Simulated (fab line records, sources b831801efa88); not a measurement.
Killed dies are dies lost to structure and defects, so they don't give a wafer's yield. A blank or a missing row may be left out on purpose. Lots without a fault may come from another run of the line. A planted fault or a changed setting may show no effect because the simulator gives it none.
Problem report in the 8D (eight disciplines) form, filled by code | flow sky130 | the parts of the form that need people (team, actions taken, sign-off) are left out

1. THE PROBLEM
LDD_P_TW at SKY_LDD_P_TW_MEAS_11 reads a mean of 583 on 6 wafers of 2 lots; wafers without a fault read 631 with a standard deviation of 5.9. That is -8.1 standard deviations from the usual mean.
First seen on wafer L152.2, day 25 20:12, on film_metro-04. The record holds 42 wafers of 14 lots with a number at this step. Rule for "out", or "out of limits": more than 4 standard deviations from the usual mean. The other wafers with a number count as sound.

2. WHAT IT IS AND WHAT IT IS NOT
question                    | is                           | is not
which readings at this step | LDD_P_TW                     | -
which lots                  | L152, L153                   | L136, L138, L139, L140, L141, L142, L144, L145, L151, L154, L157, L158
which wafers of those lots  | all that have a number       | -
read on which gauges        | film_metro-01, film_metro-04 | film_metro-03
when                        | from day 25 20:12            | up to then (27 sound wafers); but 9 sound wafers of L154, L157, L158 came after

3. SUSPECTS, AND WHAT RULES EACH OUT
Counting: a tool at a process step up to the reading stays a suspect if it ran every lot that is out and no sound lot after the first of them.
- the gauge at SKY_LDD_P_TW_MEAS_11: ruled out. The wafers that are out were read on 2 gauges (film_metro-01, film_metro-04).
- implanter-04 at SKY_LDD_P_IMPLANT_09: kept. It ran every lot that is out, first L152 (day 25 19:58), and no sound lot after that; its last sound lot up to then is L151 (day 25 07:53).
Left after counting: implanter-04 at SKY_LDD_P_IMPLANT_09.

4. THE CAUSE (what the simulator had put in)
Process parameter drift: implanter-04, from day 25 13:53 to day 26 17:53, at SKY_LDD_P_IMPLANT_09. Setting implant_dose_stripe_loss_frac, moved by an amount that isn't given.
Counting left only this tool.

5. THE CHAIN OF EFFECTS, in route order
Each row: a reading whose mean over the struck wafers that have a number lies more than 3 standard deviations from the usual. Only readings for which the record gives a usual standard deviation are gone through. hours: the time from each lot's start at the first step in this table that gives one to its start at this step, as a median over the lots. sigmas: the change in usual standard deviations.
hours | step                 | reading  | usual | on struck wafers | change | sigmas
0     | SKY_LDD_P_TW_MEAS_11 | LDD_P_TW | 631   | 583              | -48    | -8.1
Later measuring or inspecting steps at which every struck wafer that the step has a row for has a number for every such reading, and none has moved that far: SKY_LOCAL_INTERCONNECT_THK_MEAS_02.

6. WHAT WOULD HAVE CAUGHT IT SOONER
In this record the first reading out of limits at a measuring or inspecting step was taken at day 25 20:12, 6 hours after the fault began at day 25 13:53.
Of the lots that are out (2), L153 began SKY_LDD_P_IMPLANT_09 on implanter-04 after day 25 20:12. A hold on the tool at that time would have spared it.
